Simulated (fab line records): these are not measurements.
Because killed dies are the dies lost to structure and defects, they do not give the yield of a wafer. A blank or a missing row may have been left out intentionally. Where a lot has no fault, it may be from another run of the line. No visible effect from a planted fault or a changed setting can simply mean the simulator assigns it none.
What tool caused it? | flow sky130 | 42 wafers from 14 lots sampled at 2 of the route's 708 steps

## WHAT THE GAUGES SHOWED, per wafer
SKY_GATE_OXIDE_THK_MEAS_02. Usual: GATE_OXIDE_OXIDATION_00_THK typically reads 10.28 nm, with standard deviation 0.15.
lot  | measured     | on           | GATE_OXIDE_OXIDATION_00_THK (nm) | flag
L913 | day 12 13:47 | filmMetro-01 | 10.49 10.17 10.40                | 
L914 | day 12 21:50 | filmMetro-01 | 10.34 10.38 10.34                | 
L915 | day 13 10:03 | filmMetro-01 | 10.24 10.07 10.12                | 
L917 | day 13 19:11 | filmMetro-01 | 10.54 10.61 10.52                | 
L918 | day 14 05:25 | filmMetro-02 | 10.11 10.35 10.30                | 
L919 | day 14 23:11 | filmMetro-01 | 10.23 10.36 10.39                | 
L920 | day 14 23:11 | filmMetro-03 | 10.48 10.48 10.42                | 
L921 | day 15 11:35 | filmMetro-02 | 9.86 10.19 10.12                 | 
L922 | day 15 19:50 | filmMetro-03 | 10.14 10.17 10.23                | 
L926 | day 17 00:24 | filmMetro-03 | 10.43 10.12 10.37                | 
L928 | day 17 14:22 | filmMetro-03 | 10.21 10.19 10.15                | 
L932 | day 19 07:37 | filmMetro-03 | 11.37 11.31 11.53                | OFF
L934 | day 20 03:56 | filmMetro-01 | 11.23 11.34 11.40                | OFF
L936 | day 21 12:19 | filmMetro-01 | 10.25 10.03 10.00                | 

## WHICH TOOL RAN EACH LOT (tool, then ch and the chambers of the sampled wafers, then the start)
lot  | SKY_GATE_OXIDE_OXIDATION_01
L913 | furnace-02 ch 0, day 12 12:23
L914 | furnace-02 ch 0, day 12 20:26
L915 | furnace-01 ch 0, day 13 08:38
L917 | furnace-02 ch 0, day 13 17:46
L918 | furnace-02 ch 0, day 14 03:59
L919 | furnace-02 ch 0, day 14 21:46
L920 | furnace-02 ch 0, day 14 21:46
L921 | furnace-02 ch 0, day 15 10:10
L922 | furnace-01 ch 0, day 15 18:25
L926 | furnace-02 ch 0, day 16 22:59
L928 | furnace-02 ch 0, day 17 12:57
L932 | furnace-02 ch 0, day 19 06:13
L934 | furnace-02 ch 0, day 20 02:32
L936 | furnace-01 ch 0, day 21 10:55
- SKY_GATE_OXIDE_OXIDATION_01: stabilise 600 s, purge 300 s, target thk 10.268 nm.

## AS READ BY THE TOOLS THEMSELVES (means over the sampled wafers that have a number; for cases with no such wafer, the mark the record gives instead)
SKY_GATE_OXIDE_OXIDATION_01. Usual: spikeTcBottomC 920.2 C, standard deviation 2.3; spikeTcCentreC 899.0 C, standard deviation 1.1; spikeTcLowerC 900.2 C, standard deviation 1.4; spikeTcUpperC 901.5 C, standard deviation 1; tubeCenterTempC 900 C, standard deviation 0.08; tube_center_temp_C_max 902.3, standard deviation 0.36.
lot  | tool       | spikeTcBottomC (C) | spikeTcCentreC (C) | spikeTcLowerC (C) | spikeTcUpperC (C) | tubeCenterTempC (C) | tube_center_temp_C_max | flag
L913 | furnace-02 | 921.8              | 898.1              | 902.2             | 901.3             | 900                 | 902.1                  | 
L914 | furnace-02 | 922.5              | 898.3              | 900.9             | 901.8             | 900                 | 902.4                  | 
L915 | furnace-01 | 918.3              | 900.1              | 899.2             | 901.8             | 900                 | 902.0                  | 
L917 | furnace-02 | 922.7              | 900.2              | 901.0             | 901.6             | 900                 | 902.2                  | 
L918 | furnace-02 | 922.5              | 898.6              | 900.9             | 900.9             | 900                 | 902.6                  | 
L919 | furnace-02 | 921.8              | 899.5              | 901.5             | 901.7             | 900                 | 902.1                  | 
L920 | furnace-02 | 921.4              | 898.3              | 901.6             | 901.5             | 900                 | 902.3                  | 
L921 | furnace-02 | 921.3              | 897.0              | 899.7             | 901.6             | 900                 | 902.4                  | 
L922 | furnace-01 | 917.8              | 898.8              | 899.3             | 901.6             | 900                 | 902.3                  | 
L926 | furnace-02 | 921.5              | 898.7              | 900.9             | 901.5             | 900                 | 902.4                  | 
L928 | furnace-02 | 922.4              | 898.4              | 901.5             | 902.5             | 900                 | 901.9                  | 
L932 | furnace-02 | 929.8              | 907.0              | 909.3             | 909.9             | 908                 | 910.4                  | OFF
L934 | furnace-02 | 930.4              | 907.3              | 908.5             | 910.0             | 908                 | 910.6                  | OFF
L936 | furnace-01 | 917.5              | 901.3              | 898.8             | 899.8             | 900                 | 902.2                  | 

## THE ANSWER, worked out from the rows above alone
Rule: a lot is off if the mean of its wafers that have a number lies more than 3 standard deviations from the usual mean. Also off: a lot with no number at a reading for which 4 or more lots have one. The other lots that the step has rows for count as sound. First the gauges in route order, then the tools' own readings, where a lot's mean is used as printed above. The first step at which some lot is off is used, and at that step the reading that is off furthest; a lot without a number counts as furthest.
Off: L932, L934, seen at SKY_GATE_OXIDE_THK_MEAS_02 (GATE_OXIDE_OXIDATION_00_THK).
If a tool, at a process step before that reading, ran all the lots that are off and no sound lot after the first of them, it fits. Not tried: the gauges at SKY_GATE_OXIDE_THK_MEAS_02; whatever is off there is also off at SKY_GATE_OXIDE_OXIDATION_01, on other tools, and gauge error can't account for it. One fits: furnace-02 at SKY_GATE_OXIDE_OXIDATION_01. A fault onset in the window from L928 (day 17 12:57, its last sound lot) to L932 (day 19 06:13, its first lot off) fits.
The tool's own readings at SKY_GATE_OXIDE_OXIDATION_01 bear it out: on the lots that are off they differ by more than 5 times the standard deviation of the sound lots' means. spikeTcCentreC reads 907.1 C there against 898.9 C on the sound lots; spikeTcLowerC reads 908.9 C there against 900.6 C on the sound lots; spikeTcUpperC reads 910.0 C there against 901.5 C on the sound lots; tubeCenterTempC reads 908 C there against 900 C on the sound lots; tube_center_temp_C_max reads 910.5 there against 902.2 on the sound lots.

## WHAT THE SIMULATOR PUT IN
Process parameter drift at SKY_GATE_OXIDE_OXIDATION_01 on furnace-02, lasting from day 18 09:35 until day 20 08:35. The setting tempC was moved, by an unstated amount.
Lots struck among those shown: L932, L934. This agrees with what the rule above found.
